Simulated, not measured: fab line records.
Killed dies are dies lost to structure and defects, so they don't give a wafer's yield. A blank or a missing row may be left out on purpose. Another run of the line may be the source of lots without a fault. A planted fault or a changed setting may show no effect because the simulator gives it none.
Chamber matching    flow gf180mcu    GF_CONTACT_CMP_04 on cmp-01: 4 sister chambers
The step polishes SiO2. 8 wafers are shown with their chamber, then 7 later ones without.

== WAFERS WITH THEIR CHAMBER ==
wafer   chamber  motor_current_A (A)  time_to_endpoint_s (s)
L319.5  3        10.6                 108
L321.1  0        11.2                 112
L321.5  2        10.5                 122
L326.2  3        9.9                  103
L326.3  1        11.4                 108
L326.6  2        11.1                 120
L328.4  0        11.5                 114
L328.5  1        11.3                 117

== WAFERS MISSING THEIR CHAMBER ==
wafer   motor_current_A (A)  time_to_endpoint_s (s)
L328.6  11.0                 125
L337.1  11.0                 112
L337.3  11.2                 102
L337.4  11.5                 109
L341.1  10.5                 117
L341.4  11.7                 113
L341.6  10.5                 121

== WHICH CHAMBER EACH ONE RAN IN ==
wafer   from the rows above                in truth
L328.6  2                                  2
L337.1  can't be placed: 1 or 0 or 2 or 3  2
L337.3  can't be placed: 1 or 3 or 0       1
L337.4  can't be placed: 1 or 0            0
L341.1  can't be placed: 2 or 0 or 1 or 3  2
L341.4  can't be placed: 0 or 1            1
L341.6  2                                  2
Placed correctly: 2 of 7. From these rows, 5 cannot be placed; in 5 the true chamber is one of the candidates. Wrongly placed: 0.
How it was worked out, from the rows above alone: a wafer's distance from a chamber is the root of the sum, over the readings, of the square of ((its reading less the chamber's mean) divided by the reading's scatter). If the next closest chamber is less than 2 further off than the closest, the wafer can't be placed; otherwise it belongs to the closest. A chamber's mean is the mean of its shown wafers. The scatter: take each reading less its chamber's mean, square it, sum over the shown wafers, divide by the number of wafers less the number of chambers, and take the root.
